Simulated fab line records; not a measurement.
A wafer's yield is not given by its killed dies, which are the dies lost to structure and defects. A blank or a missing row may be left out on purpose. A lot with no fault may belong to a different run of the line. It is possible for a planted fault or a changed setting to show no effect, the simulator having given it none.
Comparing a struck lot with a sound one    flow gf180mcu    14 steps out of a route of 602
Sound: the wafers L292.1, L292.2, L292.5. Struck: wafers L309.3, L309.6 (left out: L309.2, a lot-mate that was not struck); the cause follows at the end.
Order at every step that has rows: each side's tool, ch and its chambers, its first start. Under that, the readings that differ: sound wafers    struck wafers    difference of the means    sigmas: that difference in standard deviations of wafers without a fault.
alike: readings with means less than 2 such deviations apart, plus words and numbers identical on both sides. not compared: withheld readings, readings lacking a value on some wafer, bounds such as >300 that could conceal the same value, and numbers that have no deviation in the record and whose values overlap.
The two part at a step that has a row with sigmas, a row that says differs or no value, or rows on one side only. Numbers that have no deviation but don't overlap get no sigmas and don't part them. A reading that every wafer of one side lacks parts them only if that side has two wafers or more.

GF_V4_CD_MEAS_14: the cd target is 260 nm.
  sound: cd sem-02 at day 25 05:19; struck: cd sem-01 at day 30 11:32
  alike: cd nm
GF_V4_OVL_MEAS_15:
  sound: overlay-02 at day 25 05:26; struck: overlay-02 at day 30 11:38
  alike: V4_OVL
GF_V4_ETCH_16: etches BARC in N2/H2.
  sound on rie diel-03 ch 2,3, day 25 05:28; struck on rie diel-03 ch 0,3, day 30 11:40
  alike: drypump motor current A, oes product au, throttle valve pct
GF_V4_ETCH_17: etches SiO2 in C4F8/O2/Ar, stops on TiN, target depth 630 nm.
  sound on rie diel-03 ch 2,3; struck on rie diel-03 ch 0,3
  alike: oes product au
then, 3 steps without rows for these wafers: GF_V4_STRIP_18 (strips in O2/N2); GF_V4_STRIP_19 (strips in post etch residue remover, time 1200 s); GF_V4_CLEAN_20 (cleans in DIW).
GF_V4_SPUTTER_21: material Ti, target thk 15 nm, time 80.02 s.
  sound: pvd sputter-01 at day 25 06:10; struck: pvd sputter-02 at day 30 12:20
  alike: throttle valve pct
GF_V4_SPUTTER_22: material TiN, target thk 10 nm, time 40 s.
  sound: pvd sputter-01 at day 25 06:14; struck: pvd sputter-02 at day 30 12:24
  alike: throttle valve pct
then, 1 step without rows for these wafers: GF_V4_CVD_23 (deposits W, target thk 350 nm, time 104.9 s).
GF_V4_RS_MEAS_24: measurement is done with a four-point probe.
  sound: film metro-01 at day 25 06:23; struck: film metro-02 at day 30 12:34
  alike: V4_W_RS
GF_V4_THK_MEAS_25: measures by xrf.
  sound: film metro-01 at day 25 06:30; struck: film metro-02 at day 30 12:41
  alike: V4_W_THK
GF_V4_CMP_26: polishes, stops on SiO2, t overpolish 15 s, target thk 0 nm.
  sound on cmp-02 ch 1,2, day 25 06:37; struck on cmp-01 ch 1,3, day 30 12:47
reading                 sound                 struck       difference  sigmas
overpolish run s (s)    15.002 14.996 15.002  0.043 0.042  -14.957     -99 or more
time to endpoint s (s)  89 91 87              130 130      +41         +8
  alike: motor current A
GF_MIM_SPUTTER_00: material Ti, target thk 37.5 nm, time 150 s.
  sound wafers here have rows in the record (pvd sputter-03, day 25 06:52); struck ones have none

WHERE THEY PART
Last at GF_MIM_SPUTTER_00 as far as this record goes, first at GF_V4_CMP_26.

WHY: what the simulator had put in
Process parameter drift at GF_V4_CMP_26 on cmp-01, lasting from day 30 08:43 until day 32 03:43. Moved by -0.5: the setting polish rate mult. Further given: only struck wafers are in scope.
